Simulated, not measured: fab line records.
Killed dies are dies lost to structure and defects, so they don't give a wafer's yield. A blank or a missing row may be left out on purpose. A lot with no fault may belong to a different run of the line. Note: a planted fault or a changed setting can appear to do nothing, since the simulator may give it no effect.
Chamber matching + flow sky130 + SKY_VIA1_ETCH_14 on rie_diel-03 has 4 sister chambers
The step etches BARC in N2/H2, stops on SiO2, time 45.9 s, target depth 60 nm. 18 wafers are shown with their chamber, then 9 later ones without.

WAFERS WITH THEIR CHAMBER
| wafer  | chamber | throttle_valve_pct (%) | oes_product_au (a.u.) |
|--------|---------|------------------------|-----------------------|
| L074.1 | 1       | 13.216                 | 0.863                 |
| L074.2 | 0       | 13.227                 | 0.855                 |
| L074.5 | 1       | 13.212                 | 0.855                 |
| L075.1 | 3       | 13.221                 | 0.853                 |
| L075.3 | 1       | 13.212                 | 0.853                 |
| L075.6 | 0       | 13.212                 | 0.857                 |
| L079.1 | 0       | 13.207                 | 0.858                 |
| L079.2 | 2       | 13.233                 | 0.861                 |
| L079.4 | 3       | 13.236                 | 0.857                 |
| L083.1 | 2       | 13.199                 | 0.847                 |
| L083.2 | 3       | 13.218                 | 0.856                 |
| L083.3 | 0       | 13.229                 | 0.856                 |
| L083.4 | 3       | 13.238                 | 0.854                 |
| L083.5 | 2       | 13.229                 | 0.858                 |
| L083.6 | 0       | 13.213                 | 0.852                 |
| L087.1 | 3       | 13.221                 | 0.850                 |
| L087.2 | 1       | 13.241                 | 0.848                 |
| L087.4 | 0       | 13.233                 | 0.848                 |

SIGNATURES, as means of the wafers listed above
| reading            | chamber 0 | chamber 1 | chamber 2 | chamber 3 | scatter within a chamber |
|--------------------|-----------|-----------|-----------|-----------|--------------------------|
| throttle_valve_pct | 13.22017  | 13.22025  | 13.22033  | 13.22680  | 0.0126                   |
| oes_product_au     | 0.85433   | 0.85475   | 0.85533   | 0.85400   | 0.00482                  |
Rule: a wafer's distance from a chamber is the root of the sum, over the readings, of the square of ((its reading less the chamber's mean) divided by the reading's scatter). The wafer belongs to the nearest chamber; if the next one is less than 2 further off, it can't be placed. The scatter is the square root of a quotient: the sum, over the shown wafers, of each reading's squared deviation from its chamber's mean, divided by wafers minus chambers.

WAFERS WITH NO CHAMBER GIVEN
| wafer  | throttle_valve_pct (%) | oes_product_au (a.u.) |
|--------|------------------------|-----------------------|
| L089.1 | 13.232                 | 0.857                 |
| L089.3 | 13.232                 | 0.855                 |
| L089.6 | 13.218                 | 0.852                 |
| L092.1 | 13.221                 | 0.852                 |
| L092.4 | 13.207                 | 0.852                 |
| L092.6 | 13.216                 | 0.853                 |
| L097.2 | 13.221                 | 0.852                 |
| L097.3 | 13.212                 | 0.860                 |
| L097.5 | 13.234                 | 0.848                 |

WHICH CHAMBER EACH WENT THROUGH
| wafer  | from the rows above               | in truth |
|--------|-----------------------------------|----------|
| L089.1 | can't be placed: 3 or 2 or 1 or 0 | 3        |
| L089.3 | can't be placed: 3 or 2 or 1 or 0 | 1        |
| L089.6 | can't be placed: 0 or 1 or 2 or 3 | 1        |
| L092.1 | can't be placed: 0 or 1 or 3 or 2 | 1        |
| L092.4 | can't be placed: 0 or 1 or 2 or 3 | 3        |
| L092.6 | can't be placed: 0 or 1 or 2 or 3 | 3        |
| L097.2 | can't be placed: 0 or 1 or 3 or 2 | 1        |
| L097.3 | can't be placed: 2 or 1 or 0 or 3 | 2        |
| L097.5 | can't be placed: 3 or 0 or 1 or 2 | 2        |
0 of 9 placed correctly. Unplaceable from these rows: 9, with the true chamber sitting among the candidates in 9. Wrongly placed: 0.
